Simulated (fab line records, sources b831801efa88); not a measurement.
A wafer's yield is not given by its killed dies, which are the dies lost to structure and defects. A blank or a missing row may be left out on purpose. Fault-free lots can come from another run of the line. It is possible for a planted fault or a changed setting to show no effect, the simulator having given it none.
Which tool is to blame? :: flow sfqLine :: Sampling: 14 lots, 41 wafers, 2 of 325 route steps

WHAT THE GAUGES SHOWED, per wafer
SFQ_I4_BOW_MEAS_927.
lot: L939
measured: day 45 19:31
on: filmMetro-02
I4_BOW (um): -10 -9 -15

lot: L941
measured: day 46 06:28
on: filmMetro-01
I4_BOW (um): 3 -2 -7

lot: L943
measured: day 46 13:42
on: filmMetro-01
I4_BOW (um): -3 -6 -11

lot: L944
measured: day 46 21:25
on: filmMetro-02
I4_BOW (um): -3 2

lot: L945
measured: day 47 01:43
on: filmMetro-01
I4_BOW (um): 2 6 9

lot: L952
measured: day 50 01:34
on: filmMetro-04
I4_BOW (um): 3 -10 4

lot: L953
measured: day 50 04:08
on: filmMetro-01
I4_BOW (um): 9 7 8

lot: L954
measured: day 50 13:59
on: filmMetro-04
I4_BOW (um): -16 -20 -19

lot: L955
measured: day 50 18:11
on: filmMetro-04
I4_BOW (um): 2 7 6

lot: L956
measured: day 51 05:47
on: filmMetro-01
I4_BOW (um): 13 9 2

lot: L957
measured: day 51 11:47
on: filmMetro-02
I4_BOW (um): 7 5 4

lot: L958
measured: day 51 14:58
on: filmMetro-04
I4_BOW (um): -9 -5 -6

lot: L960
measured: day 52 01:26
on: filmMetro-01
I4_BOW (um): -2 -3 3

lot: L961
measured: day 53 00:29
on: filmMetro-04
I4_BOW (um): 7 14 2

SFQ_I5_OVL_MEAS_936.
lot: L939
measured: day 62 07:56
on: overlay-01
I5_OVL (nm): 6 6 4

lot: L941
measured: day 62 13:56
on: overlay-02
I5_OVL (nm): 10 8 12

lot: L943
measured: day 62 21:08
on: overlay-02
I5_OVL (nm): 2 5 4

lot: L944
measured: day 63 08:04
on: overlay-02
I5_OVL (nm): 11 7

lot: L945
measured: day 63 16:35
on: overlay-01
I5_OVL (nm): 8 9 10

lot: L952
measured: day 66 14:07
on: overlay-01
I5_OVL (nm): 0 0 -3

lot: L953
measured: day 66 17:47
on: overlay-01
I5_OVL (nm): -8 -5 -5

lot: L954
measured: day 66 23:31
on: overlay-02
I5_OVL (nm): 5 1 8

lot: L955
measured: day 67 03:43
on: overlay-02
I5_OVL (nm): -4 -1 4

lot: L956
measured: day 67 08:31
on: overlay-02
I5_OVL (nm): 7 9 4

lot: L957
measured: day 67 16:26
on: overlay-02
I5_OVL (nm): 8 9 10

lot: L958
measured: day 68 08:07
on: overlay-01
I5_OVL (nm): 3 -1 3

lot: L960
measured: day 69 00:01
on: overlay-02
I5_OVL (nm): 10 6 9

lot: L961
measured: day 69 02:25
on: overlay-02
I5_OVL (nm): -1 1 3

TOOL THAT RAN EACH LOT (tool first, then ch and the chambers of the sampled wafers, then the start)
Before these readings, the record contains no process step.

WHAT THE TOOLS THEMSELVES READ (means of the sampled wafers that have a number; where no wafer has one, the mark that the record gives instead)
The record holds no such reading with a usual standard deviation.

THE ANSWER, worked out from the rows above alone
Rule: what is usual is taken from the lots themselves. Put in order of their means at a reading, lots are off if they are a third of the lots or fewer, leave a main group of 4 or more, and stand apart from it by a gap of 3 or more times the standard deviation of the main group's means; of several such gaps the widest counts. The tables above print the reading to a certain number of digits; a main group whose means all agree to those digits is not used. Also off: a lot with no number at a reading for which 4 or more lots have one. Where the step has rows for the other lots, those lots are counted as sound. Order of review: gauges by route order, followed by the tools' own readings, for which a lot's mean as printed above is used. The first step at which some lot is off is used, and at that step the reading that is off furthest; a lot without a number counts as furthest.
None of the lots is off at any reading shown; this tells nothing.

WHAT WAS PUT IN BY THE SIMULATOR
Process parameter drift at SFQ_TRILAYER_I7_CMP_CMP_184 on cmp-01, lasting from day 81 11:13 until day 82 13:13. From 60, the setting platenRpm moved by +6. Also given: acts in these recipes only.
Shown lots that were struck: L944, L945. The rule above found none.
